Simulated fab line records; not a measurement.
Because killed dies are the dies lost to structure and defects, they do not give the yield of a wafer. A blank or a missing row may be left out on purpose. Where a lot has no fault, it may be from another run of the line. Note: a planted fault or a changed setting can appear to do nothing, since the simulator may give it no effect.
fab line records ; flow sky130
[record] lots = 7; wafers = 19; last_day = 49
route steps=708 shown NWELL@65 PAD_OPEN@708
lots that met no fault: taken from a fault-free run of the same line
start_h: hours from the record's first day to the start of the lot's first wafer shown ; wait_h: hours since the lot's step before ; " same as the row above ; L1.1+2: one row covering several wafers at once ; - value missing, or start not given ; * or withheld: withheld ; < > ~ a bound
route shown NAME@n: names a module that has steps shown in the file, with the first one's number in the route ; usual: mean/standard deviation of fault-free wafers ; same: alike in all rows ; chamber/n: place in a boat ; sites: the reading at each site ; _std_site: how widely they spread, as a standard deviation ; _edge_site: mean of outer sites minus mean of inner sites ; radius_mm: how far each site lies from the wafer's centre ; mask NAME#n: copy n ; behind: the most recent tool/chamber to have shaped the wafer ; hold: the reason the lot was held/the length of the hold in hours/how it ended ; device: transistor that didn't switch, given as n, p or np ; end of line: tests run on the same wafers once the route is complete ; a step given without rows: its recipe and nothing more ; killed: dies lost to structure and defects at the first sort, not the wafer's yield ; map: shows each die of a wafer: x if killed, . if not, _ if none is there
set.NAME: the run value of the setting; set.NAME@STEP: its run value at that earlier step ; model.NAME: the simulator's own value behind a step, which no gauge read
certain route steps with their lots: each step a table, each wafer a row
services: from which hour (start_h, from the record's first day; less than 0 if before it) a tool's chamber was out of use, for how many hours, and why
[[steps]]
[step SKY_NWELL_IMPLANT_12]
[recipe] species = P; energy_kev = 120; dose_cm2 = 1.3e+12; tilt_deg = withheld
[step SKY_NWELL_IMPLANT_13]
[recipe] species = P; energy_kev = 50; dose_cm2 = 7e+11; tilt_deg = withheld
[step SKY_NWELL_STRIP_14]
[recipe] chemistry = O2/N2; power_w = 1400; pressure_mtorr = 1500; platen_temp_c = withheld; o2_flow_sccm = 3000; n2_flow_sccm = 300; overash_fraction = 0.5
[usual] drypump_motor_current_A = 6.20/0.23; n2_flow_sccm = 299.9/0.87; oes_product_au = 0.723/0.0051; strip_time_to_endpoint_s = 36.91/0.11
lot.wafer;tool;chamber;start_h;wait_h;drypump_motor_current_A;n2_flow_sccm;oes_product_au;rf_hours_counter_h;strip_time_to_endpoint_s
L300.1;plasma_asher-04;0;92.90;0.1;6.34;300.5;0.715;42;37.09
L300.2;plasma_asher-04;1;92.90;0.1;6.20;298.8;0.719;42;36.95
L300.3;plasma_asher-04;1;92.90;0.1;6.21;299.6;0.720;-;37.01
L303.1;plasma_asher-02;0;108.55;0.1;5.75;299.6;0.721;41;36.97
L303.5;plasma_asher-02;0;108.55;0.1;5.76;298.6;0.720;-;36.85
L303.6;plasma_asher-02;1;108.55;0.1;6.55;300.2;0.727;-;36.96
L308.1;plasma_asher-04;1;137.28;0.1;6.25;301.0;0.724;2;36.95
L308.3;plasma_asher-04;0;137.28;0.1;6.35;300.4;0.720;-;36.86
L308.5;plasma_asher-04;0;137.28;0.1;6.33;301.3;0.710;-;36.88
L312.2;plasma_asher-04;1;165.75;0.1;6.27;299.5;0.730;5;36.96
L312.4;plasma_asher-04;1;165.75;0.1;6.24;300.9;0.733;-;37.02
L312.6;plasma_asher-04;0;165.75;0.1;6.34;299.6;0.731;-;37.03
L314.1;plasma_asher-04;1;177.82;0.1;6.27;301.5;0.726;6;36.93
L314.2;plasma_asher-04;0;177.82;0.1;6.35;302.1;0.724;6;36.93
L315.1;plasma_asher-03;0;179.53;0.1;5.96;299.5;0.725;48;36.86
L315.3;plasma_asher-03;1;179.53;0.1;6.16;300.2;0.722;-;36.82
L316.2;plasma_asher-04;0;189.05;0.1;6.35;301.3;0.729;7;36.89
L316.3;plasma_asher-04;1;189.05;0.1;6.24;299.6;0.724;-;36.93
L316.4;plasma_asher-04;0;189.05;0.1;6.35;301.8;0.719;-;36.79
[step SKY_NWELL_TW_MEAS_15]
[usual] NWELL_TW = 1825/9.6
lot.wafer;tool;chamber;start_h;wait_h;NWELL_TW
L300.1;film_metro-02;-;93.00;0.1;1832
L300.2;film_metro-02;-;93.00;0.1;1822
L300.3;film_metro-02;-;93.00;0.1;1832
L303.1;film_metro-02;-;108.65;0.1;1833
L303.5;film_metro-02;-;108.65;0.1;1824
L303.6;film_metro-02;-;108.65;0.1;1820
L308.1;film_metro-04;-;137.38;0.1;1823
L308.3;film_metro-04;-;137.38;0.1;1832
L308.5;film_metro-04;-;137.38;0.1;1817
L312.2;film_metro-02;-;165.86;0.1;1821
L312.4;film_metro-02;-;165.86;0.1;1819
L312.6;film_metro-02;-;165.86;0.1;1821
L314.1;film_metro-01;-;177.92;0.1;1825
L314.2;film_metro-01;-;177.92;0.1;1824
L315.1;film_metro-01;-;179.63;0.1;1833
L315.3;film_metro-01;-;179.63;0.1;1828
L316.2;film_metro-01;-;189.16;0.1;1825
L316.3;film_metro-01;-;189.16;0.1;1818
L316.4;film_metro-01;-;189.16;0.1;1826
[step SKY_NWELL_DEHYDRATE_16]
[recipe] temp_c = 200; time_s = 60
[step SKY_NWELL_HMDS_17]
[recipe] prime_time_s = 60; prime_temp_c = 120
[step SKY_NWELL_COAT_18]
[recipe] spin_rpm = 2000; resist_thk_nm = 3000
[step SKY_NWELL_SOFTBAKE_19]
[recipe] temp_c = 110; time_s = withheld
[step SKY_NWELL_EXPOSE_20]
[recipe] mask_id = NWM_COMPLEMENT; na = 0.6; source_shape = conventional; sigma_outer = 0.6; polarization = unpolarized; target_cd_nm = 840; dose_mj = 260
[step SKY_NWELL_PEB_21]
[recipe] temp_c = 115; time_s = withheld
[step SKY_NWELL_DEVELOP_22]
[recipe] wall_angle_deg = 90; developer = TMAH; develop_time_s = 60; dev_temp_c = 23
[step SKY_NWELL_OVL_MEAS_23]
[usual] NWELL_01_OVL = -1.0/1.3
lot.wafer;tool;chamber;start_h;wait_h;NWELL_01_OVL[nm]
L300.1;overlay-01;-;110.49;-;-2.2
L300.2;overlay-01;-;110.49;-;-1.3
L300.3;overlay-01;-;110.49;-;-1.7
L303.1;overlay-01;-;127.01;-;0.3
L303.5;overlay-01;-;127.01;-;-0.1
L303.6;overlay-01;-;127.01;-;1.1
L308.1;overlay-01;-;157.31;-;-2.3
L308.3;overlay-01;-;157.31;-;-2.5
L308.5;overlay-01;-;157.31;-;-2.2
L312.2;overlay-02;-;186.40;-;-1.0
L312.4;overlay-02;-;186.40;-;-0.9
L312.6;overlay-02;-;186.40;-;-2.1
L314.1;overlay-02;-;198.06;-;-2.6
L314.2;overlay-02;-;198.06;-;-4.6
L315.1;overlay-02;-;200.31;-;-1.0
L315.3;overlay-02;-;200.31;-;-1.5
L316.2;overlay-01;-;209.87;-;-2.7
L316.3;overlay-01;-;209.87;-;-1.6
L316.4;overlay-01;-;209.87;-;-0.7
[step SKY_NWELL_IMPLANT_24]
[recipe] species = B; energy_kev = 140; dose_cm2 = 9.2e+12; tilt_deg = withheld
[usual] beam_on_s = 10.04/0.21
lot.wafer;tool;chamber;start_h;wait_h;beam_on_s
L300.1;implanter-03;0;110.53;0.0;10.08
L300.2;implanter-03;0;110.53;0.0;10.02
L300.3;implanter-03;0;110.53;0.0;10.05
L303.1;implanter-03;0;127.05;0.0;10.03
L303.5;implanter-03;0;127.05;0.0;10.06
L303.6;implanter-03;0;127.05;0.0;10.22
L308.1;implanter-04;0;157.35;0.0;10.00
L308.3;implanter-04;0;157.35;0.0;9.98
L308.5;implanter-04;0;157.35;0.0;9.95
L312.2;implanter-03;0;186.46;0.0;10.14
L312.4;implanter-03;0;186.46;0.0;9.85
L312.6;implanter-03;0;186.46;0.0;10.19
L314.1;implanter-03;0;198.10;0.0;10.25
L314.2;implanter-03;0;198.10;0.0;10.16
L315.1;implanter-03;0;200.35;0.0;10.29
L315.3;implanter-03;0;200.35;0.0;9.80
L316.2;implanter-03;0;209.92;0.0;10.19
L316.3;implanter-03;0;209.92;0.0;9.91
L316.4;implanter-03;0;209.92;0.0;9.78
[step SKY_NWELL_STRIP_25]
[recipe] chemistry = O2/N2; power_w = 1400; pressure_mtorr = 1500; platen_temp_c = withheld; o2_flow_sccm = 3000; n2_flow_sccm = 300; overash_fraction = 0.5
[usual] drypump_motor_current_A = 6.13/0.26; n2_flow_sccm = 299.9/0.88; oes_product_au = 0.722/0.0047; strip_time_to_endpoint_s = 36.88/0.11
lot.wafer;tool;chamber;start_h;wait_h;drypump_motor_current_A;n2_flow_sccm;oes_product_au;rf_hours_counter_h;strip_time_to_endpoint_s
L300.1;plasma_asher-03;1;110.68;0.1;6.16;299.4;0.723;41;36.83
L300.2;plasma_asher-03;0;110.68;0.1;5.95;299.2;0.719;41;36.96
L300.3;plasma_asher-03;0;110.68;0.1;5.97;300.1;0.717;-;36.94
L303.1;plasma_asher-04;1;127.20;0.1;6.27;299.7;0.720;1;36.99
L303.5;plasma_asher-04;1;127.20;0.1;6.27;299.5;0.729;-;36.98
L303.6;plasma_asher-04;0;127.20;0.1;6.33;300.6;0.728;-;37.10
L308.1;plasma_asher-03;0;157.50;0.1;5.98;300.8;0.720;46;36.98
L308.3;plasma_asher-03;1;157.50;0.1;6.15;300.6;0.720;-;36.98
L308.5;plasma_asher-03;1;157.50;0.1;6.16;299.2;0.717;-;36.87
L312.2;plasma_asher-02;1;186.58;0.1;6.50;298.9;0.713;48;36.95
L312.4;plasma_asher-02;1;186.58;0.1;6.52;298.8;0.729;-;37.07
L312.6;plasma_asher-02;0;186.58;0.1;5.76;300.2;0.714;-;37.10
L314.1;plasma_asher-03;1;198.25;0.1;6.17;299.4;0.720;50;36.69
L314.2;plasma_asher-03;0;198.25;0.1;5.96;300.4;0.718;50;36.71
L315.1;plasma_asher-03;0;200.50;0.1;5.97;302.1;0.721;50;36.89
L315.3;plasma_asher-03;0;200.50;0.1;5.96;301.9;0.726;-;36.93
L316.2;plasma_asher-02;0;210.05;0.1;5.75;300.7;0.715;51;36.80
L316.3;plasma_asher-02;1;210.05;0.1;6.51;300.7;0.718;-;36.66
L316.4;plasma_asher-02;0;210.05;0.1;5.77;300.4;0.726;-;36.77
[step SKY_NWELL_TW_MEAS_26]
[usual] NWELL_2_TW = 498.1/2.9
lot.wafer;tool;chamber;start_h;wait_h;NWELL_2_TW
L300.1;film_metro-02;-;110.78;0.1;495.9
L300.2;film_metro-02;-;110.78;0.1;497.6
L300.3;film_metro-02;-;110.78;0.1;496.4
L303.1;film_metro-01;-;127.30;0.1;502.6
L303.5;film_metro-01;-;127.30;0.1;500.6
L303.6;film_metro-01;-;127.30;0.1;501.6
L308.1;film_metro-02;-;157.60;0.1;495.9
L308.3;film_metro-02;-;157.60;0.1;494.3
L308.5;film_metro-02;-;157.60;0.1;495.7
L312.2;film_metro-02;-;186.69;0.1;497.3
L312.4;film_metro-02;-;186.69;0.1;493.7
L312.6;film_metro-02;-;186.69;0.1;495.5
L314.1;film_metro-02;-;198.35;0.1;478.8
L314.2;film_metro-02;-;198.35;0.1;494.1
L315.1;film_metro-02;-;200.60;0.1;481.9
L315.3;film_metro-02;-;200.60;0.1;483.3
L316.2;film_metro-02;-;210.16;0.1;494.4
L316.3;film_metro-02;-;210.16;0.1;477.4
L316.4;film_metro-02;-;210.16;0.1;491.9
[step SKY_NWELL_CLEAN_27]
[recipe] chemistry = SC1/SC2; mix = 1:4:20; temp_c = 70; time_s = 150; dry = n2_spin
[step SKY_PAD_OPEN_PROBE_99]
[usual] killed_at_M0_to_M3 = 44/6.8; killed_at_M4_up = 3.2/1.7; killed_at_contacts = 24/4.9; killed_at_front_end = 14/4.1; killed_at_other = 0.2/0.51; killed_dies = 85/8.7; killed_on_rim = 16/4; killed_open = 46/6.8; killed_short = 39/6.1
[same] gross_dies = 492; killed_at_back_side = 0
lot.wafer;tool;chamber;start_h;wait_h;killed_at_M0_to_M3;killed_at_M4_up;killed_at_contacts;killed_at_front_end;killed_at_other;killed_dies;killed_on_rim;killed_open;killed_short;model.etest.pfet_16v.r_on_ohm_um;model.etest.res_iso_pwell.rs_ohm_sq;model.etest.res_pwell_under_gate.rs_ohm_sq;model.etest.res_pwell_under_gate.rs_ohm_sq_range;model.etest.res_iso_pwell.line_ohm_um;model.etest.res_pwell_under_gate.rs_ohm_sq_rim_less_centre;model.etest.pfet_16v.drive_ua_um;model.etest.res_nwell.width_nm
L300.1;prober-01;-;1076.27;0.1;46;1;30;15;0;92;18;47;45;1.566e+04;3627;2292;35.23;1380;-10.06;241.2;846.4
L300.2;prober-01;-;1076.32;0.1;41;4;19;9;0;73;11;40;33;1.543e+04;3422;2293;89.4;1319;8.072;248.2;847.5
L300.3;prober-01;-;1076.37;0.2;42;4;22;11;0;79;17;44;35;1.552e+04;3518;2314;50.41;1346;30.68;248.4;844
L303.1;prober-02;-;1098.59;0.1;55;1;22;18;0;96;16;52;44;1.51e+04;2874;2276;36.03;1091;-25.03;245.6;837
L303.5;prober-02;-;1098.79;0.2;31;7;23;14;0;75;14;40;35;1.504e+04;2815;2275;40.98;1079;7.687;246.1;842.7
L303.6;prober-02;-;1098.84;0.2;47;6;17;10;0;80;20;49;31;1.506e+04;2899;2268;64.02;1086;-7.691;245.6;841.2
L308.1;prober-01;-;1131.54;0.1;35;3;15;17;0;70;13;38;32;1.509e+04;3056;2278;24.02;1164;11.43;246.6;837.1
L308.3;prober-01;-;1131.64;0.2;41;3;29;11;0;84;24;47;37;1.499e+04;3040;2284;65.01;1155;27.52;250;840.2
L308.5;prober-01;-;1131.74;0.2;37;3;26;16;0;82;19;44;38;1.486e+04;2886;2277;44.87;1092;-25.37;251.7;837.6
L312.2;prober-01;-;1160.20;0.1;48;3;28;15;0;94;25;55;39;1.491e+04;3020;2268;53.45;1142;27.23;251.7;830.5
L312.4;prober-01;-;1160.30;0.2;32;3;26;16;1;78;18;41;37;1.486e+04;2908;2276;38.59;1098;25.41;249.7;826.9
L312.6;prober-01;-;1160.40;0.2;39;4;21;8;0;72;12;36;36;1.518e+04;3088;2253;42.1;1143;9.111;250.7;828.9
L314.1;prober-01;-;1169.72;0.1;43;4;25;22;0;94;18;52;42;1.624e+04;3310;2529;248.1;1250;-108.3;230.7;852
L314.2;prober-01;-;1169.77;0.1;46;1;24;18;0;89;18;45;44;1.502e+04;2942;2292;36.85;1122;-2.729;244.4;843.3
L315.1;prober-02;-;1171.22;0.1;49;7;14;16;1;87;15;43;44;1.591e+04;3517;2506;216.8;1338;-79.53;236.2;846.2
L315.3;prober-02;-;1171.32;0.2;35;5;25;15;0;80;11;48;32;1.633e+04;3625;2518;271.5;1372;-98.66;232;853.8
L316.2;prober-01;-;1173.32;0.1;49;5;22;13;1;90;13;49;41;1.489e+04;2786;2286;57.64;1044;40.67;245.9;832.5
L316.3;prober-01;-;1173.37;0.2;40;6;17;15;0;78;17;35;43;1.661e+04;3304;2548;239.1;1247;-88.35;226.6;848.3
L316.4;prober-01;-;1173.42;0.2;48;5;21;10;0;84;18;43;41;1.49e+04;2809;2267;30.99;1076;15.17;247.5;835.7
// killed by level:class
L300.1 CONTACT:geometric_particle:open=14 CONTACT:geometric_particle:short=8 VIA2:geometric_particle:open=7 METAL1:geometric_particle:short=6 VIA1:geometric_particle:open=6 VIA3:geometric_particle:open=6 METAL2:geometric_particle:short=5 FIELD_ISO:geometric_particle:short=4
L300.2 VIA1:geometric_particle:open=10 CONTACT:geometric_particle:open=8 CONTACT:geometric_particle:short=7 METAL2:geometric_particle:short=6 FIELD_ISO:geometric_particle:open=5 VIA2:geometric_particle:open=5 METAL1:geometric_particle:short=4 VIA1:geometric_particle:short=4
L300.3 VIA1:geometric_particle:open=13 CONTACT:geometric_particle:open=8 LI_CONTACT:geometric_particle:open=6 METAL1:geometric_particle:short=6 CONTACT:geometric_particle:short=5 VIA2:geometric_particle:open=5 METAL2:geometric_particle:short=4 VIA3:geometric_particle:open=4
L303.1 VIA1:geometric_particle:open=13 FIELD_ISO:geometric_particle:open=7 CONTACT:geometric_particle:short=7 VIA1:geometric_particle:short=7 METAL2:geometric_particle:short=7 VIA3:geometric_particle:open=7 LI_CONTACT:geometric_particle:open=6 VIA2:geometric_particle:open=6
L303.5 CONTACT:geometric_particle:open=9 LI_CONTACT:geometric_particle:open=7 VIA1:geometric_particle:open=7 POLY_GATE:geometric_particle:short=5 METAL4:geometric_particle:short=5 FIELD_ISO:geometric_particle:short=4 METAL2:geometric_particle:short=4 VIA3:geometric_particle:open=4
L303.6 VIA1:geometric_particle:open=12 VIA3:geometric_particle:open=9 VIA2:geometric_particle:open=7 CONTACT:geometric_particle:open=6 FIELD_ISO:geometric_particle:open=4 METAL4:geometric_particle:short=4 LOCAL_INTERCONNECT:geometric_particle:short=3 CONTACT:geometric_particle:short=3
L308.1 VIA1:geometric_particle:open=11 FIELD_ISO:geometric_particle:open=7 CONTACT:geometric_particle:open=6 FIELD_ISO:geometric_particle:short=5 VIA1:geometric_particle:short=5 VIA2:geometric_particle:short=4 LI_CONTACT:geometric_particle:open=4 CONTACT:geometric_particle:short=3
L308.3 CONTACT:geometric_particle:open=12 VIA3:geometric_particle:open=9 VIA2:geometric_particle:open=8 LI_CONTACT:geometric_particle:open=7 CONTACT:geometric_particle:short=7 FIELD_ISO:geometric_particle:open=5 FIELD_ISO:geometric_particle:short=4 METAL1:geometric_particle:short=4
L308.5 VIA1:geometric_particle:open=10 CONTACT:geometric_particle:open=9 VIA3:geometric_particle:open=9 FIELD_ISO:geometric_particle:short=6 LOCAL_INTERCONNECT:geometric_particle:short=5 CONTACT:geometric_particle:short=4 METAL2:geometric_particle:short=4 POLY_GATE:geometric_particle:short=3
L312.2 VIA2:geometric_particle:open=11 CONTACT:geometric_particle:short=10 VIA1:geometric_particle:open=10 CONTACT:geometric_particle:open=9 POLY_GATE:geometric_particle:open=7 VIA3:geometric_particle:open=7 LI_CONTACT:geometric_particle:open=6 METAL2:geometric_particle:short=5
L312.4 CONTACT:geometric_particle:open=13 LI_CONTACT:geometric_particle:open=8 VIA1:geometric_particle:open=7 METAL1:geometric_particle:short=7 POLY_GATE:geometric_particle:short=6 VIA3:geometric_particle:open=6 VIA1:geometric_particle:short=5 FIELD_ISO:geometric_particle:short=3
L312.6 CONTACT:geometric_particle:short=7 METAL2:geometric_particle:short=7 CONTACT:geometric_particle:open=6 VIA2:geometric_particle:open=6 VIA1:geometric_particle:open=5 LI_CONTACT:geometric_particle:open=4 VIA2:geometric_particle:short=4 VIA3:geometric_particle:open=4
L314.1 VIA1:geometric_particle:open=12 CONTACT:geometric_particle:open=10 METAL2:geometric_particle:short=7 POLY_GATE:geometric_particle:short=6 LOCAL_INTERCONNECT:geometric_particle:short=6 VIA2:geometric_particle:open=6 FIELD_ISO:geometric_particle:open=5 POLY_GATE:geometric_particle:open=5
L314.2 VIA1:geometric_particle:open=8 CONTACT:geometric_particle:open=7 FIELD_ISO:geometric_particle:short=6 POLY_GATE:geometric_particle:open=6 VIA2:geometric_particle:open=6 VIA3:geometric_particle:open=6 VIA3:geometric_particle:short=5 LI_CONTACT:geometric_particle:open=5
L315.1 VIA1:geometric_particle:open=11 METAL1:geometric_particle:short=7 VIA1:geometric_particle:short=7 VIA3:geometric_particle:open=7 METAL4:geometric_particle:short=6 CONTACT:geometric_particle:open=6 VIA2:geometric_particle:short=6 METAL2:geometric_particle:short=5
L315.3 VIA1:geometric_particle:open=11 CONTACT:geometric_particle:open=9 FIELD_ISO:geometric_particle:open=5 LI_CONTACT:geometric_particle:short=4 VIA2:geometric_particle:open=4 METAL1:geometric_particle:short=4 VIA3:geometric_particle:open=4 POLY_GATE:geometric_particle:short=3
L316.2 VIA1:geometric_particle:open=10 CONTACT:geometric_particle:open=9 VIA3:geometric_particle:open=9 VIA3:geometric_particle:short=7 METAL1:geometric_particle:short=7 VIA1:geometric_particle:short=6 FIELD_ISO:geometric_particle:open=5 CONTACT:geometric_particle:short=5
L316.3 CONTACT:geometric_particle:open=8 VIA1:geometric_particle:open=8 FIELD_ISO:geometric_particle:short=7 METAL4:geometric_particle:short=5 VIA2:geometric_particle:open=5 VIA3:geometric_particle:short=4 LOCAL_INTERCONNECT:geometric_particle:short=4 VIA3:geometric_particle:open=4
L316.4 VIA1:geometric_particle:open=9 CONTACT:geometric_particle:open=9 METAL1:geometric_particle:short=7 VIA3:geometric_particle:open=6 VIA2:geometric_particle:open=6 FIELD_ISO:geometric_particle:short=5 LI_CONTACT:geometric_particle:open=4 VIA1:geometric_particle:short=4
[[services]]
tool;chamber;start_h;hours;kind
plasma_asher-04;-;108.75;9.0;pm
plasma_asher-04;0;108.75;9.0;vent_cycle
plasma_asher-04;1;108.75;9.0;vent_cycle
plasma_asher-04;0;117.75;-;clean
plasma_asher-04;1;117.75;-;clean
implanter-03;-;151.73;9.9;repair
implanter-03;-;174.77;3.5;pm
implanter-04;-;176.97;20.2;pm
plasma_asher-04;-;179.25;1.2;repair
[[key]]
[first_sign] step = SKY_NWELL_TW_MEAS_26; reading = NWELL_2_TW; direction = down; sigmas = 6.1; usual = 498.1; struck = 480.4
effect none on later readings
[model_effect] step = SKY_PAD_OPEN_PROBE_99; value = etest.pfet_16v.r_on_ohm_um; without = 1.508e+04; struck = 1.627e+04
met_at SKY_NWELL_IMPLANT_24
struck_wafers L314.1,L315.1,L315.3,L316.3
tester_left_out L314,L315,L316
onset_between 186.46 198.10
[fault] kind = process_parameter_drift; tool = implanter-03; chamber = -; onset_h = 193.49; steps = SKY_NWELL_IMPLANT_24; channel = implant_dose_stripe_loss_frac; offset = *; shape = step; end_h = 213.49; scope = struck_wafers_only
// tester_left_out: of these lots the tester's yield and bins aren't shown, on N5 and GAA mostly nor the transistor test; their killed dies are dies lost to structure and defects alone, not to doping, threshold or leakage, so they don't give the yield
